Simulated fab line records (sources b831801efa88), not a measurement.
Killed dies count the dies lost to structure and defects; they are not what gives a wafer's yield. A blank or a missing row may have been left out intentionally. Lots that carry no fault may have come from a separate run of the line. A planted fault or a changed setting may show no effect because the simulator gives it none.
What tool caused it? / flow sky130 / at 1 step of a route of 708, 6 lots with 17 wafers sampled

## WHAT EACH GAUGE READ, for each wafer
SKY_VT_ADJUST_HVTR_OVL_MEAS_08.
lot=L714; measured=day 10 14:37; on=overlay-02; VT_ADJUST_HVTR_OVL (nm)=0.9 1.4 -1.4
lot=L718; measured=day 11 17:05; on=overlay-01; VT_ADJUST_HVTR_OVL (nm)=-0.1 0.6
lot=L726; measured=day 14 02:47; on=overlay-01; VT_ADJUST_HVTR_OVL (nm)=0.9 -1.2 1.5
lot=L728; measured=day 14 23:50; on=overlay-02; VT_ADJUST_HVTR_OVL (nm)=1.6 1.1 1.8
lot=L730; measured=day 15 09:53; on=overlay-02; VT_ADJUST_HVTR_OVL (nm)=-2.0 0.1 -1.5
lot=L733; measured=day 16 08:59; on=overlay-02; VT_ADJUST_HVTR_OVL (nm)=1.3 1.3 1.8

## EACH LOT AND THE TOOL THAT RAN IT (in order: tool; ch and the chambers of the sampled wafers; start)
The record holds no process step before these readings.

## THE ANSWER, worked out from the rows above alone
Rule: what is usual is taken from the lots themselves. The widest of any qualifying gaps counts: lots, ordered by their means at a reading, are off when they make up no more than a third of the lots, leave a main group of 4 or more, and stand apart from it by 3 or more times the standard deviation of that group's means. If all means in a main group match to the digits the tables above print for the reading, that group is not used. Also off: a lot with no number at a reading for which 4 or more lots have one. Where the step has rows for the other lots, those lots are counted as sound.
No lot is off at any reading shown: from this, nothing can be told.

## WHAT HAD BEEN PUT IN BY THE SIMULATOR
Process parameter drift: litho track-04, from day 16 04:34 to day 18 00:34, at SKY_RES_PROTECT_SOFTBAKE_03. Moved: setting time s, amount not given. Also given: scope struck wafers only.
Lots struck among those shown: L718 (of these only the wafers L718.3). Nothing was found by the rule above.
